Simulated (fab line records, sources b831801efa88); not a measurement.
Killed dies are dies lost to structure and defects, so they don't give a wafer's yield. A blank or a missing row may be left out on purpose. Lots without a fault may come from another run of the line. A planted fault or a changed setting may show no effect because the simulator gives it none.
One fault seen from 2 desks | flow gf180mcu | each desk has only its own numbers; what lay behind them comes last

THE TOOL OWNER'S DESK: rie_diel-03
The tool's own readings at GF_V3_ETCH_16 (etches BARC in N2/H2): means of the sampled wafers that have a number, for each lot that ran on this tool. A lot is out of limits, marked OUT, if its mean lies more than 4 standard deviations from the usual mean; the brackets give that distance.
Columns: A = drypump_motor_current_A at GF_V3_ETCH_16, usual 5.8 A; B = oes_product_au at GF_V3_ETCH_16, usual 0.855 a.u.; C = rf_fwd_power_W at GF_V3_ETCH_16, usual 494.4 W; D = throttle_valve_pct at GF_V3_ETCH_16, usual 13.224 %
lot  | first seen here | A   | B                | C               | D
L879 | day 23 04:47    | 5.4 | 0.851            | 494.3           | 13.234
L890 | day 26 13:37    | 5.0 | 0.853            | 493.9           | 13.218
L896 | day 28 10:16    | 5.5 | 0.827 (-5.7) OUT | 426.6 (-32) OUT | 13.218
L899 | day 29 01:46    | 5.5 | 0.831 (-4.9) OUT | 428.8 (-31) OUT | 13.227
This desk's finding: out of limits on L896, L899; first on L896, day 28 10:16 (oes_product_au at GF_V3_ETCH_16). In limits: L879, L890.

THE METROLOGY DESK
What the gauges read, lot by lot, whatever tool the lot ran on: means of the sampled wafers that have a number. A lot is out of limits, marked OUT, if its mean lies more than 4 standard deviations from the usual mean; the brackets give that distance.
Columns: A = cd_nm at GF_M3_CD_MEAS_14, usual 279.3 nm; B = M3_OVL at GF_M3_OVL_MEAS_15, usual -6 nm; C = V3_CVD_02_THK at GF_V3_THK_MEAS_03, usual 850 nm
lot  | first seen here | A     | B   | C
L878 | day 21 13:19    | 279.3 | -3  | 846
L879 | day 22 04:22    | 279.2 | -5  | 848
L880 | day 22 05:03    | 280.1 | -5  | 844
L882 | day 22 18:40    | 280.4 | -2  | 850
L883 | day 23 06:39    | 279.4 | -6  | 845
L887 | day 24 14:52    | 280.6 | -8  | 853
L888 | day 24 23:19    | 278.0 | 1   | 842
L889 | day 25 08:05    | 279.2 | -3  | 846
L890 | day 25 15:15    | 279.0 | -3  | 840
L891 | day 25 20:36    | 278.5 | -5  | 838
L892 | day 26 07:28    | 281.1 | -10 | 846
L896 | day 27 12:58    | 278.7 | -2  | 848
L899 | day 28 04:37    | 277.6 | -6  | 861
L901 | day 28 20:40    | 281.2 | -3  | 858
This desk's finding: nothing out of limits on any of the 14 lots.

PUT TOGETHER
The tool owner's desk could have raised an alarm at day 28 10:16, on L896, L899.
The metrology desk saw nothing out of limits.
The metrology desk has L896, L899 on record, within its limits.
Of the lots named, all ran GF_V3_ETCH_16 on rie_diel-03.

WHAT THE SIMULATOR HAD PUT IN
Process parameter drift: rie_diel-03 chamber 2, from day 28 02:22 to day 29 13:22, at GF_V3_ETCH_16. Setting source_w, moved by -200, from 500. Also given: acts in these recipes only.
Lots struck among those shown: L896, L899.
Hours from the fault's start to each desk's first reading out of limits: the tool owner's desk, 8.
